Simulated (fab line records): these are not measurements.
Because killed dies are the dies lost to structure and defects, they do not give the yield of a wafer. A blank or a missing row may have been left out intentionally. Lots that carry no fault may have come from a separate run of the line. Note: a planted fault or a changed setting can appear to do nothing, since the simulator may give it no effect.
2 desks looking at one fault + flow gf180mcu + only its own numbers are on each desk; what lay behind them is given at the end

== THE METROLOGY DESK ==
What the gauges read, lot by lot, whatever tool the lot ran on: means of the sampled wafers that have a number. The brackets show how far a lot's mean lies from the usual mean; more than 4 standard deviations puts the lot out of limits, marked OUT.
Columns: A = MVSD_TW at GF_MVSD_TW_MEAS_11, usual 1562; B = MVPSD_OVL at GF_MVPSD_OVL_MEAS_07, usual 0.7 nm; C = MVSD_RS at GF_VT_IMPLANT_RS_MEAS_46, usual 457.0 ohm/sq; D = CONTACT_BOW at GF_CONTACT_BOW_MEAS_05, usual 67 um; E = M1_ALCU_RS at GF_M1_RS_MEAS_05, usual 0.0694 ohm/sq
| lot  | first seen here | A               | B    | C               | D  | E      |
|------|-----------------|-----------------|------|-----------------|----|--------|
| L275 | day 4 19:49     | 1591            | -0.1 | 457.7           | 67 | 0.0691 |
| L278 | day 5 08:55     | 1544            | 2.0  | 456.5           | 62 | 0.0708 |
| L279 | day 5 19:01     | 1539            | 0.0  | 457.5           | 70 | 0.0690 |
| L280 | day 5 19:07     | 1541            | 0.7  | 458.2           | 77 | 0.0691 |
| L284 | day 6 14:44     | 1865 (+12) OUT  | 1.7  | 361.2 (-96) OUT | 70 | 0.0696 |
| L285 | day 6 20:59     | 1788 (+9.1) OUT | -0.0 | 360.7 (-96) OUT | 69 | 0.0692 |
| L286 | day 6 23:21     | 1551            | -0.2 | 456.2           | 59 | 0.0694 |
| L287 | day 7 07:21     | 1796 (+9.4) OUT | 0.5  | 361.8 (-95) OUT | 70 | 0.0698 |
| L288 | day 7 13:59     | 1864 (+12) OUT  | 0.1  | 361.3 (-96) OUT | 64 | 0.0693 |
| L293 | day 8 19:31     | 1552            | 1.9  | 457.2           | 68 | 0.0699 |
| L295 | day 9 07:01     | 1595            | -0.6 | 456.8           | 66 | 0.0693 |
| L297 | day 9 18:27     | 1541            | -0.7 | 456.6           | 74 | 0.0700 |
| L298 | day 9 22:42     | 1593            | -1.1 | 456.5           | 65 | 0.0700 |
This desk finds L284, L285, L287, L288 out of limits, with the earliest case on L284 at day 6 14:44 (MVSD_TW at GF_MVSD_TW_MEAS_11). Within limits: L275, L278, L279, L280, L286, L293, L295, L297, L298.

== FOR THE TOOL OWNER'S DESK: implanter-03 ==
The tool's own readings at GF_MVSD_IMPLANT_08, given as means over the sampled wafers that have a number, one for each lot that went through this tool. The brackets show how far a lot's mean lies from the usual mean; more than 4 standard deviations puts the lot out of limits, marked OUT.
Columns: A = beam energy keV at GF_MVSD_IMPLANT_08, usual 399.96; B = beam on s at GF_MVSD_IMPLANT_08, usual 9.98 s; C = dose ions cm2 at GF_MVSD_IMPLANT_08, usual 1.5997e+13; D = faraday current uA at GF_MVSD_IMPLANT_08, usual 90.4
| lot  | first seen here | A      | B     | C                            | D               |
|------|-----------------|--------|-------|------------------------------|-----------------|
| L278 | day 5 08:31     | 400.10 | 9.85  | 1.5988e+13                   | 91.3            |
| L280 | day 5 14:49     | 400.00 | 9.97  | 1.6012e+13                   | 90.6            |
| L284 | day 6 14:22     | 399.96 | 10.27 | 2.6622e+13 (+99 or more) OUT | 146.5 (+31) OUT |
| L285 | day 6 20:35     | 400.07 | 9.86  | 2.6625e+13 (+99 or more) OUT | 152.3 (+34) OUT |
| L287 | day 7 06:57     | 399.66 | 10.00 | 2.6611e+13 (+99 or more) OUT | 150.0 (+33) OUT |
| L288 | day 7 13:35     | 400.04 | 10.00 | 2.6623e+13 (+99 or more) OUT | 150.0 (+33) OUT |
| L298 | day 9 22:18     | 399.96 | 9.99  | 1.6000e+13                   | 90.4            |
This desk's verdict: out of limits on L284, L285, L287, L288, starting with L284 at day 6 14:22 (dose ions cm2 at GF_MVSD_IMPLANT_08). Within limits: L278, L280, L298.

== PUT TOGETHER ==
On L284, L285, L287, L288, at day 6 14:22, an alarm was possible from the tool owner's desk.
The metrology desk could have raised an alarm at day 6 14:44, on L284, L285, L287, L288.
Of the lots named, all ran GF_MVSD_IMPLANT_08 on implanter-03.

== WHAT HAD BEEN PUT IN BY THE SIMULATOR ==
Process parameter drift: implanter-03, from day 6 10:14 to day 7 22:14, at GF_MVSD_IMPLANT_08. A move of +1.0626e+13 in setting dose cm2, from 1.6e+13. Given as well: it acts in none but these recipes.
Lots struck among those shown: L284, L285, L287, L288.
Hours from the fault's start to each desk's first reading out of limits: the tool owner's desk, 4; the metrology desk, 4.
